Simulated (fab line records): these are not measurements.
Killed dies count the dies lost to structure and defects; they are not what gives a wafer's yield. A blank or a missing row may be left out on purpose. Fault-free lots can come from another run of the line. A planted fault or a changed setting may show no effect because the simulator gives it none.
Problem report in the 8D (eight disciplines) form, filled by code || flow sky130 || the parts of the form that need people (team, actions taken, sign-off) are left out

## 1. THE ISSUE
Wafers without a fault read 901.6 C, standard deviation 1.6; spike_tc_centre_C at SKY_GATE_OXIDE_OXIDATION_01 reads a mean of 922.1 C on 6 wafers belonging to 2 lots. Measured from the usual mean, that is +13 standard deviations.
The step: stabilise 600 s, purge 300 s, target thk 10.268 nm.
First observed at day 15 20:33: wafer L416.2, on furnace-01. The record holds 18 wafers of 6 lots with a number at this step. By rule, "out" or "out of limits" means more than 4 standard deviations away from the usual mean. Any other wafer with a number is counted as sound.

## 2. WHAT IT IS, AND WHAT IT ISN'T
{"question": "which readings at this step", "is": "spike_tc_centre_C, zone_power_lower_pct", "is not": "tube_center_temp_C, tube_center_temp_C_max"}
{"question": "which lots", "is": "L416, L417", "is not": "L409, L427, L430, L431"}
{"question": "which wafers of those lots", "is": "all that have a number", "is not": "-"}
{"question": "read on which tools", "is": "furnace-01", "is not": "furnace-02"}
{"question": "when", "is": "from day 15 20:33", "is not": "up to then (3 sound wafers); but 9 sound wafers of L427, L430, L431 came after"}

## 3. THE SUSPECTS, EACH WITH WHAT RULES IT OUT
Counting: any tool at a process step up to the reading is kept as a suspect provided that every lot that is out went through it and no sound lot did after the first of them.
- rie_diel-04 at SKY_SONOS_ONO_ETCH_15 (etches the open film in CHF3/O2, target depth 19.52 nm, time 7.8 s): ruled out as a lasting fault. After its first lot that is out, L416 (day 15 19:25), sound lots L427 ran on it.
- furnace-01 at SKY_GATE_OXIDE_OXIDATION_01 (stabilise 600 s, purge 300 s, target thk 10.268 nm): ruled out as a lasting fault. After its first lot that is out, L416 (day 15 20:33), sound lots L431 ran on it.
Left after counting: nothing in the record.

## 4. THE CAUSE (what the simulator had put in)
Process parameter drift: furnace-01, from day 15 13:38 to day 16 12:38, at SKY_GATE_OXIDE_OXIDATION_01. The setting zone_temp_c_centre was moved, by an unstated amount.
Counting ruled it out, wrongly.

## 5. THE CHAIN OF EFFECTS, in route order
Each row: a reading whose mean over the struck wafers that have a number lies more than 3 standard deviations from the usual. Readings are gone through only where the record gives a usual standard deviation; hours: the median, over the lots, of the time from a lot's start at the first step in this table giving one to that lot's start at this step; sigmas: the change measured in usual standard deviations.
{"hours": 0, "step": "SKY_GATE_OXIDE_OXIDATION_01", "reading": "spike_tc_centre_C", "usual": "901.6 C", "on struck wafers": 922.1, "change": "+20.5", "sigmas": "+13"}
{"hours": 0, "step": "SKY_GATE_OXIDE_OXIDATION_01", "reading": "spike_tc_upper_C", "usual": "899.8 C", "on struck wafers": 896.7, "change": -3.1, "sigmas": -3.2}
{"hours": 0, "step": "SKY_GATE_OXIDE_OXIDATION_01", "reading": "zone_power_centre_pct", "usual": "22 %", "on struck wafers": 36, "change": "+14", "sigmas": "+4.0"}
{"hours": 0, "step": "SKY_GATE_OXIDE_OXIDATION_01", "reading": "zone_power_lower_pct", "usual": "19.0 %", "on struck wafers": 15.2, "change": -3.8, "sigmas": -4.6}
{"hours": 0, "step": "SKY_GATE_OXIDE_OXIDATION_01", "reading": "zone_power_upper_pct", "usual": "20.3 %", "on struck wafers": 16.5, "change": -3.8, "sigmas": -3.2}
Process steps it contains:
- SKY_GATE_OXIDE_OXIDATION_01: stabilise 600 s, purge 300 s, target thk 10.268 nm.
Later measuring or inspecting steps at which every struck wafer that the step has a row for has a number for every such reading, and none has moved that far: SKY_GATE_OXIDE_THK_MEAS_02, SKY_GATE_OXIDE_OVL_MEAS_10, SKY_GATE_OXIDE_TW_MEAS_14.

## 6. HOW IT WOULD HAVE BEEN CAUGHT EARLIER
The fault began at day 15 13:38; the first out-of-limits reading in this record came at day 15 20:33, 7 hours later.
